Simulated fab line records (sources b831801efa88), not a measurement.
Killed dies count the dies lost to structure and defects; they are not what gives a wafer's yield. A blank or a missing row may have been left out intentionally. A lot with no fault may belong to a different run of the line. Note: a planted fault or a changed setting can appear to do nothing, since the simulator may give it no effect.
Matching of chambers / flow gf180mcu / 4 sister chambers for GF_V1_CMP_04 on cmp-02
The step polishes SiO2. 7 wafers are shown with their chamber, then 8 later ones without.

== WAFERS PAIRED WITH THEIR CHAMBERS ==
wafer=L236.6; chamber=2; motor current A (A)=12.0; time to endpoint s (s)=96
wafer=L240.3; chamber=1; motor current A (A)=14.5; time to endpoint s (s)=72
wafer=L244.3; chamber=3; motor current A (A)=11.2; time to endpoint s (s)=67
wafer=L244.5; chamber=3; motor current A (A)=11.0; time to endpoint s (s)=75
wafer=L250.5; chamber=0; motor current A (A)=12.6; time to endpoint s (s)=79
wafer=L250.6; chamber=1; motor current A (A)=13.7; time to endpoint s (s)=68
wafer=L251.2; chamber=0; motor current A (A)=12.9; time to endpoint s (s)=78

== WAFERS MISSING THEIR CHAMBER ==
wafer=L251.4; motor current A (A)=12.2; time to endpoint s (s)=92
wafer=L251.6; motor current A (A)=14.6; time to endpoint s (s)=75
wafer=L254.1; motor current A (A)=11.2; time to endpoint s (s)=76
wafer=L254.3; motor current A (A)=14.8; time to endpoint s (s)=75
wafer=L254.6; motor current A (A)=12.2; time to endpoint s (s)=97
wafer=L253.2; motor current A (A)=11.5; time to endpoint s (s)=74
wafer=L253.5; motor current A (A)=11.3; time to endpoint s (s)=81
wafer=L253.6; motor current A (A)=12.5; time to endpoint s (s)=75

== THE CHAMBER EACH PASSED THROUGH ==
wafer=L251.4; from the rows above=2; in truth=2
wafer=L251.6; from the rows above=1; in truth=1
wafer=L254.1; from the rows above=3; in truth=3
wafer=L254.3; from the rows above=1; in truth=1
wafer=L254.6; from the rows above=2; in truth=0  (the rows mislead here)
wafer=L253.2; from the rows above=3; in truth=3
wafer=L253.5; from the rows above=can't be placed: 3 or 0 or 2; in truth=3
wafer=L253.6; from the rows above=0; in truth=0
6 of 8 placed correctly. Unplaceable from these rows: 1, with the true chamber sitting among the candidates in 1. 1 placed wrongly.
How it was worked out, from the rows above alone: a wafer's distance from a chamber is the root of the sum, over the readings, of the square of ((its reading less the chamber's mean) divided by the reading's scatter). If the next closest chamber is less than 2 further off than the closest, the wafer can't be placed; otherwise it belongs to the closest. A chamber's mean is the mean of its shown wafers. The scatter is the square root of a quotient: the sum, over the shown wafers, of each reading's squared deviation from its chamber's mean, divided by wafers minus chambers.
